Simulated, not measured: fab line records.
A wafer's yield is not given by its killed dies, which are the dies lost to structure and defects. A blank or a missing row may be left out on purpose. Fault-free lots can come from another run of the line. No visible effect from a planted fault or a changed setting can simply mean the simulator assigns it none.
A struck lot beside a sound one -- flow gf180mcu -- 35 steps out of a route of 602
Sound: wafers L810.2, L810.5, L810.6. Struck: wafers L830.1, L830.3, L830.4. The cause is named last.
Each step with rows lists, per side, the tool, then ch with its chambers, then its first start. Under that, the readings that differ: sound wafers -- struck wafers -- difference of the means -- sigmas: that difference in standard deviations of wafers without a fault.
alike: a reading whose means differ by less than 2 such deviations, as well as words and numbers matching on both sides. not compared: withheld readings; readings where some wafer has no value; bounds like >300 that might hide an equal value; numbers whose values overlap and for which the record gives no deviation.
A row with sigmas, a row that says differs or no value, or rows on one side alone: a step with any of these is where the two part. Numbers that have no deviation but don't overlap get no sigmas and don't part them. A reading missing from all wafers of one side parts the sides only when that side holds two or more wafers.

first, 1 step without rows for these wafers: GF_HV_LDD_IMPLANT_21.
GF_HV_LDD_STRIP_22: strips in O2/N2.
  sound on plasma_asher-03 ch 0,1, day 11 06:32; struck on plasma_asher-01 ch 0,1, day 17 11:49
  alike: drypump_motor_current_A, heater_power_w, oes_product_au, strip_time_to_endpoint_s
  not compared: rf_hours_counter_h
GF_HV_LDD_TW_MEAS_23:
  sound on film_metro-04, day 11 06:39; struck on film_metro-01, day 17 11:55
reading,sound,struck,difference,sigmas
HV_LDD_2_TW,1057 1062 1058,1045 1044 1045,-14,-2
then, 7 steps without rows for these wafers: GF_HV_LDD_DEHYDRATE_24 (time 60 s); GF_HV_LDD_HMDS_25 (prime time 60 s); GF_HV_LDD_COAT_26 (resist thk 1000 nm); GF_HV_LDD_SOFTBAKE_27 (time 60 s); GF_HV_LDD_EXPOSE_28 (exposes mask Nplus HV AREA, target cd 400 nm); GF_HV_LDD_PEB_29; GF_HV_LDD_DEVELOP_30 (develop time 60 s).
GF_HV_LDD_CD_MEAS_31: target cd 400 nm.
  sound on cd_sem-01, day 12 01:37; struck on cd_sem-01, day 18 10:47
  alike: cd_nm
GF_HV_LDD_OVL_MEAS_32:
  sound on overlay-01, day 12 01:44; struck on overlay-02, day 18 10:54
reading,sound,struck,difference,sigmas
HV_LDD_02_OVL (nm),2.0 1.9 3.2,-0.7 -1.0 -2.0,-3.6,-3
GF_HV_LDD_IMPLANT_33:
  sound on implanter-04 ch 0, day 12 01:47; struck on implanter-03 ch 0, day 18 10:56
  alike: beam_energy_keV, tilt_deg
then, 3 steps without rows for these wafers: GF_HV_LDD_IMPLANT_34; GF_HV_LDD_IMPLANT_35; GF_HV_LDD_IMPLANT_36.
GF_HV_LDD_STRIP_37: strips in O2/N2.
  sound on plasma_asher-04 ch 0,1, day 12 02:22; struck on plasma_asher-01 ch 0,1, day 18 11:32
reading,sound,struck,difference,sigmas
strip_time_to_endpoint_s (s),12.67 12.71 12.70,12.61 12.56 12.59,-0.11,-3
  alike: drypump_motor_current_A, heater_power_w, oes_product_au
  not compared: rf_hours_counter_h
GF_HV_LDD_TW_MEAS_38:
  sound on film_metro-01, day 12 02:29; struck on film_metro-04, day 18 11:38
  alike: HV_LDD_3_TW
then, 7 steps without rows for these wafers: GF_HV_LDD_DEHYDRATE_39 (time 60 s); GF_HV_LDD_HMDS_40 (prime time 60 s); GF_HV_LDD_COAT_41 (resist thk 1000 nm); GF_HV_LDD_SOFTBAKE_42 (time 60 s); GF_HV_LDD_EXPOSE_43 (exposes mask Pplus HV AREA, target cd 400 nm); GF_HV_LDD_PEB_44; GF_HV_LDD_DEVELOP_45 (develop time 60 s).
GF_HV_LDD_CD_MEAS_46: target cd 400 nm.
  sound on cd_sem-01, day 12 21:22; struck on cd_sem-01, day 19 11:29
  alike: cd_nm
GF_HV_LDD_OVL_MEAS_47:
  sound on overlay-02, day 12 21:29; struck on overlay-01, day 19 11:36
reading,sound,struck,difference,sigmas
HV_LDD_03_OVL (nm),-2.7 -2.1 -0.8,2.1 0.2 0.8,+2.9,+2
after that, 1 step had no rows for these wafers: GF_HV_LDD_IMPLANT_48.
GF_HV_LDD_STRIP_49: strips in O2/N2.
  sound on plasma_asher-03 ch 0,1, day 12 21:40; struck on plasma_asher-01 ch 0,1, day 19 11:47
  alike: drypump_motor_current_A, heater_power_w, oes_product_au, strip_time_to_endpoint_s
  not compared: rf_hours_counter_h
GF_HV_LDD_TW_MEAS_50:
  sound on film_metro-01, day 12 21:49; struck on film_metro-02, day 19 11:53
  alike: HV_LDD_4_TW
then, 1 step without rows for these wafers: GF_HV_LDD_CLEAN_51 (cleans in SC1/SC2, time 150 s).
GF_HV_LDD_RTA_52: time 10 s.
  sound on rtp_anneal-01 ch 0, day 12 21:56; struck on rtp_anneal-02 ch 0, day 19 12:04
reading,sound,struck,difference,sigmas
lamp_power_pct (%),32.9 32.9 32.9,29.8 29.8 29.8,-3.1,-2
wafer_temp_C_max,1003.4 1002.9 1003.1,1005.8 1005.8 1007.5,+3.2,+2
  alike: anneal_temp_c_max
GF_HV_LDD_RS_MEAS_53: measures by four-point-probe.
  sound on film_metro-01, day 12 22:01; struck on film_metro-02, day 19 12:11
reading,sound,struck,difference,sigmas
HV_LDD_RS (ohm/sq),417.6 416.6 417.4,423.6 423.1 423.3,+6.1,+7
then, 1 step without rows for these wafers: GF_HV_LDD_CVD_54 (deposits SiO2 from TEOS, target thk 10 nm, time 75 s).
GF_PASSIVATION_PROBE_99:
  the record has rows for the sound wafers here (prober-02, day 29 11:20) and none for the struck ones

== WHERE THEY PART ==
Earliest at GF_HV_LDD_TW_MEAS_23; latest, in this record, at GF_PASSIVATION_PROBE_99.

WHY: the cause the simulator had injected
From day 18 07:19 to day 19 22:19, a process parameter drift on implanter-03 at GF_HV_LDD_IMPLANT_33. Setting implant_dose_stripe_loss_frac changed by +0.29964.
